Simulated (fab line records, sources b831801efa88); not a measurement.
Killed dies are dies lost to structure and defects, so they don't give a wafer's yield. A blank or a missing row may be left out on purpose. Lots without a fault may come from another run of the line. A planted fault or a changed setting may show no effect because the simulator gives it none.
A struck lot beside a sound one | flow sfq_line | 42 steps out of a route of 325
Sound: wafers L679.2, L679.3, L679.4. Struck: wafers L694.1, L694.3, L694.6. The cause comes at the end.
At each step with rows: each side's tool, then ch and its chambers, then its first start. Under that, the readings that differ: sound wafers | struck wafers | difference of the means | sigmas: that difference in standard deviations of wafers without a fault.
alike: readings whose means differ by less than 2 such deviations, and words and numbers that are the same on both sides. not compared: withheld readings, readings that some wafer has no value for, bounds like >300 that may hide the same value, and numbers for which the record gives no deviation and whose values overlap.
The two part at a step that has a row with sigmas, a row that says differs or no value, or rows on one side only. Numbers that don't overlap but have no deviation are shown without sigmas and don't part them. A reading that every wafer of one side lacks parts them only if that side has two wafers or more.

SFQ_TRILAYER_R5_STRIP_STRIP_140: strips in O2.
  sound on rie_metal-04 ch 0,1, day 59 00:13; struck on rie_metal-04 ch 1, day 69 04:50
  alike: chamber_pressure_mTorr, drypump_motor_current_A, oes_product_au
  not compared: rf_hours_counter_h
then, 8 steps without rows for these wafers: SFQ_TRILAYER_R5_STRIP_SOLV_CLEAN_141 (cleans in NMP, time 600 s); SFQ_TRILAYER_A5C_DEP_PECVD_142 (deposits SiO2 from SiH4/N2O, time 15.556 s, target thk 70 nm); SFQ_TRILAYER_I5_LITHO_COAT_149 (resist thk 62 nm); SFQ_TRILAYER_I5_LITHO_COAT_144 (resist thk 650 nm); SFQ_TRILAYER_I5_LITHO_SOFTBAKE_148; SFQ_TRILAYER_I5_LITHO_EXPOSE_145 (exposes mask I5, target cd 700 nm); SFQ_TRILAYER_I5_LITHO_PEB_147 (peb time 60 s); SFQ_TRILAYER_I5_LITHO_DEVELOP_146 (time 60 s).
-- the record jumps here: 4 days lie between the struck wafers' starts before and after --
SFQ_I5_OVL_MEAS_936:
  sound on overlay-02, day 63 22:16; struck on overlay-02, day 73 09:59
  alike: I5_OVL
SFQ_TRILAYER_I5_BARC_OPEN_VIA_ETCH_200: etches BARC in O2, target depth 125 nm, time 41.7 s.
  sound on rie_diel-01 ch 0,2,3, day 63 22:17; struck on rie_diel-02 ch 0,2,3, day 73 10:02
  alike: drypump_motor_current_A, oes_product_au
  not compared: rf_hours_counter_h
SFQ_TRILAYER_I5_ETCH_VIA_ETCH_147: etches the open film in CHF3, stops on Nb, target depth 360 nm.
  sound on rie_diel-01 ch 0,2,3, day 63 22:20; struck on rie_diel-02 ch 0,2,3, day 73 10:04
  alike: drypump_motor_current_A, oes_product_au
SFQ_TRILAYER_I5_STRIP_STRIP_148: strips in O2.
  sound on rie_metal-02 ch 0,1, day 63 22:29; struck on rie_metal-03 ch 0,1, day 73 10:13
  no value came back on the struck wafers for chamber_pressure_mTorr (mTorr), drypump_motor_current_A (A), oes_product_au (a.u.); on the sound wafers chamber_pressure_mTorr (mTorr) reads 50.03 50.00 50.04
  reading                                              | sound | struck            | difference | sigmas
  model.KrF_of_TRILAYER_I5_LITHO_COAT_144.thk_nm (nm)  | 0 0 0 | 571 572.3 573.1   | +572       |
  model.BARC_of_TRILAYER_I5_LITHO_COAT_149.thk_nm (nm) | 0 0 0 | 62.02 61.97 62.17 | +62.05     |
  not compared: rf_hours_counter_h
then, 7 steps without rows for these wafers: SFQ_TRILAYER_I5_STRIP_SOLV_CLEAN_149 (cleans in NMP, time 600 s); SFQ_TRILAYER_C5_LITHO_COAT_156 (resist thk 62 nm); SFQ_TRILAYER_C5_LITHO_COAT_151 (resist thk 650 nm); SFQ_TRILAYER_C5_LITHO_SOFTBAKE_155; SFQ_TRILAYER_C5_LITHO_EXPOSE_152 (exposes mask C5, target cd 500 nm); SFQ_TRILAYER_C5_LITHO_PEB_154 (peb time 60 s); SFQ_TRILAYER_C5_LITHO_DEVELOP_153 (time 60 s).
SFQ_C5_OVL_MEAS_937:
  sound on overlay-02, day 68 09:54; struck on overlay-01, day 74 05:26
  alike: C5_OVL
SFQ_TRILAYER_C5_BARC_OPEN_VIA_ETCH_210: etches BARC in O2, target depth 125 nm, time 41.7 s.
  sound on rie_diel-01 ch 0,1,2, day 68 09:56; struck on rie_diel-02 ch 0,1,3, day 74 05:29
  reading                  | sound             | struck            | difference | sigmas
  oes_product_au (a.u.)    | 0.685 0.686 0.693 | 0.994 0.988 0.991 | +0.303     | +63
  model.etch.depth_nm (nm) | 62.09 62.15 62.3  | 123.3 124.1 123.8 | +61.6      |
  alike: drypump_motor_current_A
  not compared: rf_hours_counter_h
SFQ_TRILAYER_C5_ETCH_VIA_ETCH_154: etches SiO2 in CHF3, stops on Nb, target depth 84 nm.
  sound on rie_diel-01 ch 0,1,2, day 68 09:58; struck on rie_diel-02 ch 0,1,3, day 74 05:31
  alike: drypump_motor_current_A, oes_product_au
then, 4 steps without rows for these wafers: SFQ_TRILAYER_C5_STRIP_STRIP_155 (strips in O2); SFQ_TRILAYER_C5_STRIP_SOLV_CLEAN_156 (cleans in NMP, time 600 s); SFQ_TRILAYER_M6_DEP_PRE_CLEAN_158 (time 22.5 s); SFQ_TRILAYER_M6_DEP_SPUTTER_157 (material Nb, target thk 200 nm, time 133.3 s).
SFQ_M6_RS_MEAS_938: measures by four-point-probe.
  sound on film_metro-03, day 68 11:43; struck on film_metro-01, day 74 06:28
  alike: M6_NB_RS
then, 6 steps without rows for these wafers: SFQ_TRILAYER_M6_LITHO_COAT_164 (resist thk 62 nm); SFQ_TRILAYER_M6_LITHO_COAT_159 (resist thk 600 nm); SFQ_TRILAYER_M6_LITHO_SOFTBAKE_163; SFQ_TRILAYER_M6_LITHO_EXPOSE_160 (exposes mask M6, target cd 500 nm); SFQ_TRILAYER_M6_LITHO_PEB_162 (peb time 60 s); SFQ_TRILAYER_M6_LITHO_DEVELOP_161 (time 60 s).
-- the record jumps here: 4 days lie between the struck wafers' starts before and after --
SFQ_M6_OVL_MEAS_940:
  sound on overlay-01, day 72 07:40; struck on overlay-02, day 78 09:47
  alike: M6_OVL
then, 2 steps without rows for these wafers: SFQ_TRILAYER_M6_BARC_OPEN_METAL_ETCH_206 (etches BARC in O2, target depth 125 nm, time 41.7 s); SFQ_TRILAYER_M6_ETCH_METAL_ETCH_162 (etches Nb in Cl2/Ar, stops on SiO2, target depth 240 nm, time 120 s).
SFQ_TRILAYER_M6_STRIP_STRIP_163: strips in O2.
  sound on rie_metal-03 ch 0,1, day 72 07:53; struck on rie_metal-03 ch 1, day 78 10:00
  reading               | sound             | struck            | difference | sigmas
  oes_product_au (a.u.) | 0.977 0.987 1.019 | 1.028 1.025 1.015 | +0.028     | +2
  alike: chamber_pressure_mTorr, drypump_motor_current_A
  not compared: rf_hours_counter_h
then, 3 steps without rows for these wafers: SFQ_TRILAYER_M6_STRIP_SOLV_CLEAN_164 (cleans in NMP, time 600 s); SFQ_TRILAYER_I6_DEP_PECVD_165 (deposits SiO2 from SiH4/N2O, time 111.11 s, target thk 500 nm); SFQ_TRILAYER_I6_CMP_CMP_166 (polishes SiO2).
-- the record jumps here: 13 days lie between the struck wafers' starts before and after --
SFQ_M8_BOW_MEAS_951:
  sound on film_metro-03, day 86 04:28; struck on film_metro-04, day 91 18:30
  reading                 | sound               | struck            | difference | sigmas
  M8_BOW (um)             | -2 7 -6             | 19 28 20          | +23        | +2
  model.etest.c5.link_ohm | 8.109 8.059 8.002   | 1e+06 1e+06 1e+06 | +1e+06     |
  model.etest.jj.g_times  | 0.9975 1.003 0.9946 | 0 0 0             | -1         |

WHERE THEY PART
First at SFQ_TRILAYER_I5_STRIP_STRIP_148; last, within this record, at SFQ_M8_BOW_MEAS_951.

WHY: what the simulator had put in
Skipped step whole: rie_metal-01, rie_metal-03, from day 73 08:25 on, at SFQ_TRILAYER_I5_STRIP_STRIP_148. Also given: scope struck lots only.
